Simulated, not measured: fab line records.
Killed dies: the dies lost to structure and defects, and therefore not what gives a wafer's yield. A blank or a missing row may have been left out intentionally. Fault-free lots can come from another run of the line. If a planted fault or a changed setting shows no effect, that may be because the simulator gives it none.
Struck lot and sound lot, side by side / flow sky130 / 27 out of 708 route steps
Sound: the wafers L732.2, L732.3, L732.5. Struck: wafer L742.2; the same lot's L742.5 was not struck, so it is left out; see the end for the cause.
For every step that has rows: the tool of each side, followed by ch and its chambers, followed by its first start. Under that, the readings that differ: sound wafers / struck wafers / difference of the means / sigmas: that difference in standard deviations of wafers without a fault.
alike: readings whose means differ by less than 2 such deviations, and words and numbers that are the same on both sides. not compared: withheld readings, readings that some wafer has no value for, bounds like >300 that may hide the same value, and numbers for which the record gives no deviation and whose values overlap.
Wherever a step has rows on one side only, a row that says differs or no value, or a row with sigmas, the two part there. When numbers do not overlap yet have no deviation, they are printed without sigmas and do not part them. A reading that every wafer of one side lacks parts them only if that side has two wafers or more.

first, 2 steps without rows for these wafers: SKY_LDD_LDN_PEB_05; SKY_LDD_LDN_DEVELOP_06 (develop time 60 s).
SKY_LDD_LDN_OVL_MEAS_07:
  struck on overlay-01, day 29 02:13; sound on overlay-02, day 25 23:49
  alike: LDD_LDN_OVL
then, 4 steps without rows for these wafers: SKY_LDD_LDN_IMPLANT_08; SKY_LDD_LDN_IMPLANT_09; SKY_LDD_LDN_IMPLANT_10; SKY_LDD_LDN_IMPLANT_11.
SKY_LDD_LDN_STRIP_12: strips in O2/N2.
  sound on plasma_asher-01 ch 0, day 26 00:26; struck on plasma_asher-03 ch 1, day 29 02:51
  alike: chamber_pressure_mTorr, drypump_motor_current_A, n2_flow_sccm, oes_product_au, strip_time_to_endpoint_s
  not compared: rf_hours_counter_h
SKY_LDD_LDN_TW_MEAS_13:
  struck on film_metro-02, day 29 02:58; sound on film_metro-02, day 26 00:33
  alike: LDD_LDN_TW
then, 2 steps without rows for these wafers: SKY_LDD_LDN_CLEAN_14 (cleans in SC1/SC2, time 150 s); SKY_SPACER_CVD_00 (deposits Si3N4 from DCS/NH3, target thk 43.1 nm, time 740 s).
SKY_SPACER_THK_MEAS_01:
  struck on film_metro-01, day 29 04:17; sound on film_metro-01, day 26 01:52
  alike: SPACER_CVD_00_THK
SKY_SPACER_ETCHBACK_02: etches Si3N4 in CH3F/O2, stops on SiO2, time 46.7 s, target depth 45 nm.
  sound on rie_diel-03 ch 1,3, day 26 01:55; struck on rie_diel-02 ch 0, day 29 04:20
reading=oes_product_au (a.u.); sound=0.851 0.855 0.864; struck=0.757; difference=-0.100; sigmas=-16
reading=run_length_s (s); sound=74.8 74.6 74.9; struck=87.6; difference=+12.8; sigmas=+30
reading=model.SiO2_of_SONOS_ONO_CVD_04.thk_nm (nm); sound=4.06 4.084 4.019; struck=2.975; difference=-1.079; sigmas=
  alike: chamber_pressure_mTorr, drypump_motor_current_A, throttle_valve_pct
  not compared: rf_hours_counter_h
then, 8 steps without rows for these wafers: SKY_POLY_CUT_DEHYDRATE_00 (time 60 s); SKY_POLY_CUT_HMDS_01 (prime time 60 s); SKY_POLY_CUT_COAT_02 (resist thk 60 nm); SKY_POLY_CUT_COAT_03 (resist thk 450 nm); SKY_POLY_CUT_SOFTBAKE_04 (time 90 s); SKY_POLY_CUT_EXPOSE_05 (exposes mask NPCM, target cd 270 nm); SKY_POLY_CUT_PEB_06; SKY_POLY_CUT_DEVELOP_07 (develop time 60 s).
SKY_POLY_CUT_CD_MEAS_08 targets a cd of 270 nm.
  struck on cd_sem-02, day 30 08:22; sound on cd_sem-01, day 27 06:32
  alike: cd_nm
SKY_POLY_CUT_OVL_MEAS_09:
  struck on overlay-02, day 30 08:28; sound on overlay-02, day 27 06:38
  alike: POLY_CUT_OVL
SKY_POLY_CUT_ETCH_10: etches BARC in N2/H2, stops on SiO2, time 45.9 s, target depth 60 nm.
  sound on rie_diel-04 ch 0,2, day 27 06:40; struck on rie_diel-04 ch 1, day 30 08:30
  alike: chamber_pressure_mTorr, drypump_motor_current_A, h2_flow_sccm, n2_flow_sccm, oes_product_au, throttle_valve_pct
  not compared: rf_hours_counter_h
SKY_POLY_CUT_ETCH_11: etches Si3N4 in CF4/CH2F2/Ar, stops on poly-Si, time 42.5 s, target depth 60 nm.
  sound on rie_diel-04 ch 0,2, day 27 06:43; struck on rie_diel-04 ch 1, day 30 08:32
reading=oes_product_au (a.u.); sound=0.831 0.832 0.834; struck=0.801; difference=-0.031; sigmas=-5
reading=throttle_valve_pct (%); sound=14.992 14.973 14.980; struck=15.010; difference=+0.028; sigmas=+3
reading=model.etch.depth_nm (nm); sound=61.6 62.04 62.46; struck=58.72; difference=-3.31; sigmas=
reading=model.POLY_CUT.feature_depth_nm (nm); sound=61.6 62.04 62.46; struck=58.72; difference=-3.31; sigmas=
  alike: chamber_pressure_mTorr, drypump_motor_current_A, mfc_ar_sccm
  not compared: rf_hours_counter_h
SKY_POLY_CUT_STRIP_12: strips in O2/N2.
  sound on plasma_asher-04 ch 0,1, day 27 06:46; struck on plasma_asher-02 ch 0, day 30 08:35
reading=chamber_pressure_mTorr (mTorr); sound=1497.5 1499.8 1498.3; struck=1501.3; difference=+2.8; sigmas=+2
reading=drypump_motor_current_A (A); sound=5.9 5.0 5.0; struck=6.6; difference=+1.3; sigmas=+2
  alike: n2_flow_sccm, oes_product_au, strip_time_to_endpoint_s
  not compared: rf_hours_counter_h
-- here the record skips 20 days between the struck wafers' starts before and after, leaving off in module POLY_CUT and picking up in module PAD_OPEN (first step shown: number 708 of the route) --
SKY_PAD_OPEN_PROBE_99:
  struck on prober-01, day 49 22:56; sound on prober-01, day 47 21:41
reading=killed_at_M0_to_M3; sound=45 31 45; struck=54; difference=+14; sigmas=+2
reading=killed_at_front_end; sound=17 16 23; struck=8; difference=-11; sigmas=-2
reading=model.etest.pfet_01v8.r_on_ohm_um; sound=2973 2923 2976; struck=2796; difference=-161; sigmas=
reading=model.etest.res_pdiff.line_ohm_um; sound=1387 1346 1362; struck=1341; difference=-24; sigmas=
reading=model.etest.res_ndiff.line_ohm_um; sound=777.6 757.6 759.7; struck=754.7; difference=-10.3; sigmas=
reading=model.etest.pfet_01v8.drive_ua_um; sound=185.2 192.9 186.5; struck=198.6; difference=+10.4; sigmas=
reading=model.etest.res_pdiff.rs_ohm_sq; sound=195.3 195.1 195.7; struck=189.2; difference=-6.2; sigmas=
reading=model.etest.sram_pfet_latch.drive_ua_um; sound=137.9 141.1 139.5; struck=144.6; difference=+5.1; sigmas=
reading=model.etest.pfet_01v8_hvt.drive_ua_um; sound=139 143.8 138.4; struck=148.1; difference=+7.7; sigmas=
  alike: killed_at_M4_up, killed_at_contacts, killed_at_other, killed_dies, killed_open, killed_short
  not compared: model.etest.sonos_uncharged.r_on_ohm_um

## WHERE THEY PART
First at SKY_SPACER_ETCHBACK_02; last, within this record, at SKY_PAD_OPEN_PROBE_99.

WHY: what had been put in by the simulator
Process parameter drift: rie_diel-02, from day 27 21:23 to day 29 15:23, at SKY_SPACER_ETCHBACK_02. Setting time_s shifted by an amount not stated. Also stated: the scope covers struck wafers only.
